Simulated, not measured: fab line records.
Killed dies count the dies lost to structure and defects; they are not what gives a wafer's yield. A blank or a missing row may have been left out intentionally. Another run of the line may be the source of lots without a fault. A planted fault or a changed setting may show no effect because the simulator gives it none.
A lot that was struck, set against a sound lot || flow sky130 || 16 out of 708 route steps
Sound: wafers L506.3, L506.4, L506.5. Struck: wafer L519.5 (left out: L519.1, L519.6 of the same lot, which were not struck); the cause appears at the end.
Each step with rows lists, per side, the tool, then ch with its chambers, then its first start. Under that, the readings that differ: sound wafers || struck wafers || difference of the means || sigmas: that difference in standard deviations of wafers without a fault.
alike: same words and numbers on both sides, and readings whose means sit less than 2 such deviations apart. not compared: any withheld reading, any reading some wafer has no value for, any bound like >300 that may hide the same value, and any number with overlapping values for which the record gives no deviation.
A row with sigmas, a row that says differs or no value, or rows on one side alone: a step with any of these is where the two part. Numbers that have no deviation but don't overlap get no sigmas and don't part them. A reading missing from all wafers of one side parts the sides only when that side holds two or more wafers.

SKY_METAL1_THK_MEAS_06: measures by xrf.
  sound on film metro-03 at day 32 16:03; struck on film metro-04 at day 36 17:52
  alike: METAL1_ALCU_THK
then, 8 steps without rows for these wafers: SKY_METAL1_DEHYDRATE_07 (time 60 s); SKY_METAL1_HMDS_08 (prime time 60 s); SKY_METAL1_COAT_09 (resist thk 60 nm); SKY_METAL1_COAT_10 (resist thk 450 nm); SKY_METAL1_SOFTBAKE_11 (time 90 s); SKY_METAL1_EXPOSE_12 (exposes mask MM1, target cd 140 nm); SKY_METAL1_PEB_13; SKY_METAL1_DEVELOP_14 (develop time 60 s).
SKY_METAL1_CD_MEAS_15 targets a cd of 140 nm.
  sound on cd sem-02 at day 33 18:25; struck on cd sem-02 at day 37 19:13
  alike: cd nm
SKY_METAL1_OVL_MEAS_16:
  sound on overlay-02 at day 33 18:30; struck on overlay-02 at day 37 19:20
  alike: METAL1_OVL
SKY_METAL1_DESCUM_17: chemistry O2, time 8 s.
  sound on rie metal-04 ch 0,1, day 33 18:32; struck on rie metal-04 ch 1, day 37 19:22
  alike: drypump motor current A, he backside leak sccm, oes product au
  not compared: rf hours counter h
SKY_METAL1_ETCH_18: etches BARC in N2/H2, stops on SiO2, time 45.9 s, target depth 60 nm.
  sound on rie metal-04 ch 0,1, day 33 18:35; struck on rie metal-04 ch 1, day 37 19:26
{"reading": "model.KrF-thick_of_METAL1_COAT_10.thk nm (nm)", "sound": "391.2 392.7 392.6", "struck": 381.3, "difference": -10.9, "sigmas": ""}
  alike: drypump motor current A, he backside leak sccm, oes product au, throttle valve pct
  not compared: rf hours counter h, model.METAL1.cd nm
SKY_METAL1_METAL_ETCH_19: etches the open film in Cl2/BCl3, stops on SiO2, target depth 360 nm, time 78 s.
  sound on rie metal-04 ch 0,1, day 33 18:39; struck on rie metal-04 ch 1, day 37 19:34
{"reading": "model.KrF-thick_of_METAL1_COAT_10.thk nm (nm)", "sound": "156.6 160.8 163", "struck": 149.1, "difference": -11.0, "sigmas": ""}
  alike: drypump motor current A, he backside leak sccm, oes product au, throttle valve pct
  not compared: rf hours counter h
SKY_METAL1_STRIP_20: strips in O2/N2.
  sound on plasma asher-01 ch 0,1, day 33 18:44; struck on plasma asher-02 ch 1, day 37 19:44
{"reading": "strip time to endpoint s (s)", "sound": "2.68 2.72 2.74", "struck": 2.58, "difference": -0.13, "sigmas": -3}
  alike: drypump motor current A, oes product au
  not compared: rf hours counter h
-- the record jumps here: 12 days lie between the struck wafers' starts before and after (it left off in module METAL1 and takes up again in module PAD_OPEN, whose first step shown is number 708 of the route) --
SKY_PAD_OPEN_PROBE_99:
  the record has rows for the struck wafers here (prober-01, day 49 12:50) and none for the sound ones

== WHERE THEY PART ==
At SKY_METAL1_STRIP_20 first; at SKY_PAD_OPEN_PROBE_99 last (within this record only).

WHY: the cause the simulator had injected
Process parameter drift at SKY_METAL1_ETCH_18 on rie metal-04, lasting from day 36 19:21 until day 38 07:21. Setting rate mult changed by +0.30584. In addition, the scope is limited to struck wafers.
